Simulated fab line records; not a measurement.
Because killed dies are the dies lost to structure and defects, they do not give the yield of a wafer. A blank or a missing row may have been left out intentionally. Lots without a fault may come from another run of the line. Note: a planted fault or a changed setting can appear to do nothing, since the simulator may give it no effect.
Matching of chambers + flow sky130 + SKY_VIA4_CMP_21 on cmp-01 has 4 sister chambers
The step polishes, stops on SiO2, t overpolish 25 s, target thk 0 nm. 16 wafers are shown with their chamber, then 8 later ones without.

WAFERS WITH THEIR CHAMBER
| wafer  | chamber | motor_current_A (A) | overpolish_run_s (s) | time_to_endpoint_s (s) |
|--------|---------|---------------------|----------------------|------------------------|
| L120.2 | 1       | 10.5                | 25.020               | 117                    |
| L120.4 | 3       | 11.9                | 24.999               | 114                    |
| L120.6 | 1       | 11.0                | 25.008               | 117                    |
| L135.2 | 2       | 12.0                | 25.008               | 122                    |
| L135.5 | 0       | 11.5                | 24.999               | 120                    |
| L135.6 | 1       | 11.9                | 25.010               | 120                    |
| L134.3 | 3       | 11.7                | 25.002               | 115                    |
| L134.4 | 1       | 11.5                | 24.996               | 121                    |
| L134.6 | 0       | 11.3                | 25.000               | 121                    |
| L136.1 | 2       | 12.2                | 25.008               | 125                    |
| L136.2 | 1       | 11.7                | 24.997               | 129                    |
| L136.3 | 0       | 11.6                | 24.981               | 118                    |
| L137.1 | 2       | 11.7                | 25.001               | 117                    |
| L137.5 | 0       | 11.2                | 24.995               | 115                    |
| L137.6 | 1       | 11.1                | 25.012               | 114                    |
| L138.2 | 0       | 11.0                | 24.995               | 119                    |

SIGNATURES (averages over the wafers above)
| reading            | chamber 0 | chamber 1 | chamber 2 | chamber 3 | scatter within a chamber |
|--------------------|-----------|-----------|-----------|-----------|--------------------------|
| motor_current_A    | 11.320    | 11.283    | 11.967    | 11.800    | 0.377                    |
| overpolish_run_s   | 24.99400  | 25.00717  | 25.00567  | 25.00050  | 0.0076                   |
| time_to_endpoint_s | 118.60    | 119.67    | 121.33    | 114.50    | 3.98                     |
Rule: a wafer's distance from a chamber is the root of the sum, over the readings, of the square of ((its reading less the chamber's mean) divided by the reading's scatter). The wafer belongs to the nearest chamber; if the next one is less than 2 further off, it can't be placed. How the scatter is found: for the shown wafers, subtract from each reading the mean of its chamber, square and add these, divide the total by (wafers less chambers), then take the root.

WAFERS MISSING THEIR CHAMBER
| wafer  | motor_current_A (A) | overpolish_run_s (s) | time_to_endpoint_s (s) |
|--------|---------------------|----------------------|------------------------|
| L138.3 | 11.8                | 24.998               | 118                    |
| L138.4 | 11.8                | 24.999               | 120                    |
| L141.1 | 11.3                | 25.007               | 123                    |
| L141.3 | 11.6                | 24.988               | 113                    |
| L141.4 | 11.3                | 25.001               | 118                    |
| L143.1 | 12.0                | 24.996               | 116                    |
| L143.3 | 11.1                | 25.007               | 114                    |
| L143.6 | 11.3                | 25.002               | 118                    |

WHICH CHAMBER EACH ONE RAN IN
| wafer  | from the rows above               | in truth |
|--------|-----------------------------------|----------|
| L138.3 | can't be placed: 3 or 2 or 0 or 1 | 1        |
| L138.4 | can't be placed: 2 or 3 or 0 or 1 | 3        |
| L141.1 | can't be placed: 1 or 2 or 0 or 3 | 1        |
| L141.3 | can't be placed: 3 or 0 or 1 or 2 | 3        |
| L141.4 | can't be placed: 1 or 0 or 3 or 2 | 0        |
| L143.1 | can't be placed: 3 or 2 or 0 or 1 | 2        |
| L143.3 | can't be placed: 1 or 3 or 0 or 2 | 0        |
| L143.6 | can't be placed: 1 or 0 or 3 or 2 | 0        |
Correctly placed: 0 of 8. Unplaceable from these rows: 8, with the true chamber sitting among the candidates in 8. Number placed wrongly: 0.
